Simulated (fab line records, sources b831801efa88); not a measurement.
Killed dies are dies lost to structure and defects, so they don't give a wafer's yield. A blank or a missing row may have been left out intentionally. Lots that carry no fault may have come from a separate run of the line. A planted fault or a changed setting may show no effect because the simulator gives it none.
A struck lot beside a sound one | flow sky130 | 16 steps out of a route of 708
Sound: wafers L253.3, L253.5, L253.6. The struck wafers were L242.1, L242.2, L242.4. The cause comes at the end.
At each step with rows: each side's tool, then ch and its chambers, then its first start. Under that, the readings that differ: sound wafers | struck wafers | difference of the means | sigmas: that difference in standard deviations of wafers without a fault.
alike: readings with means less than 2 such deviations apart, plus words and numbers identical on both sides. not compared: withheld readings, readings lacking a value on some wafer, bounds such as >300 that could conceal the same value, and numbers that have no deviation in the record and whose values overlap.
The two part at a step that has a row with sigmas, a row that says differs or no value, or rows on one side only. When numbers do not overlap yet have no deviation, they are printed without sigmas and do not part them. Lack of a reading on every wafer of one side parts them only where that side has two or more wafers.

first, 4 steps without rows for these wafers: SKY_LDD_HVN_SOFTBAKE_03 (time 60 s); SKY_LDD_HVN_EXPOSE_04 (exposes mask HVNTM, target cd 700 nm); SKY_LDD_HVN_PEB_05; SKY_LDD_HVN_DEVELOP_06 (develop time 60 s).
SKY_LDD_HVN_OVL_MEAS_07:
  sound: overlay-01 at day 27 04:17; struck: overlay-02 at day 23 08:35
  alike: LDD_HVN_OVL
then, 1 step without rows for these wafers: SKY_LDD_HVN_IMPLANT_08.
SKY_LDD_HVN_STRIP_09: strips in O2/N2.
  sound on plasma_asher-02 ch 0,1, day 27 04:29; struck on plasma_asher-03 ch 0,1, day 23 08:46
  alike: drypump_motor_current_A, oes_product_au, strip_time_to_endpoint_s
  not compared: rf_hours_counter_h
SKY_LDD_HVN_TW_MEAS_10:
  sound: film_metro-02 at day 27 04:35; struck: film_metro-02 at day 23 08:52
  alike: LDD_HVN_TW
then, 4 steps without rows for these wafers: SKY_LDD_HVP_DEHYDRATE_00 (time 60 s); SKY_LDD_HVP_HMDS_01 (prime time 60 s); SKY_LDD_HVP_COAT_02 (resist thk 300 nm); SKY_LDD_HVP_SOFTBAKE_03 (time 60 s).
SKY_LDD_HVP_EXPOSE_04: exposes mask HVPTM, target cd 700 nm.
  sound on iline_stepper-02 ch 0, day 27 20:05; struck on iline_stepper-01 ch 0, day 24 00:10
  reading                         | sound                   | struck            | difference | sigmas
  model.LDD_HVP.overlay_x_nm (nm) | -0.4769 -0.4769 -0.4769 | 4.354 4.354 4.354 | +4.831     |
  alike: mask
then, 2 steps without rows for these wafers: SKY_LDD_HVP_PEB_05; SKY_LDD_HVP_DEVELOP_06 (develop time 60 s).
SKY_LDD_HVP_OVL_MEAS_07:
  sound: overlay-02 at day 28 09:34; struck: overlay-02 at day 24 15:02
  reading          | sound          | struck      | difference | sigmas
  LDD_HVP_OVL (nm) | -2.0 -0.6 -1.7 | 4.5 5.9 5.4 | +6.7       | +6
  not compared: hold

## WHERE THEY PART
Only at SKY_LDD_HVP_OVL_MEAS_07, within this record.

WHY: the cause the simulator had injected
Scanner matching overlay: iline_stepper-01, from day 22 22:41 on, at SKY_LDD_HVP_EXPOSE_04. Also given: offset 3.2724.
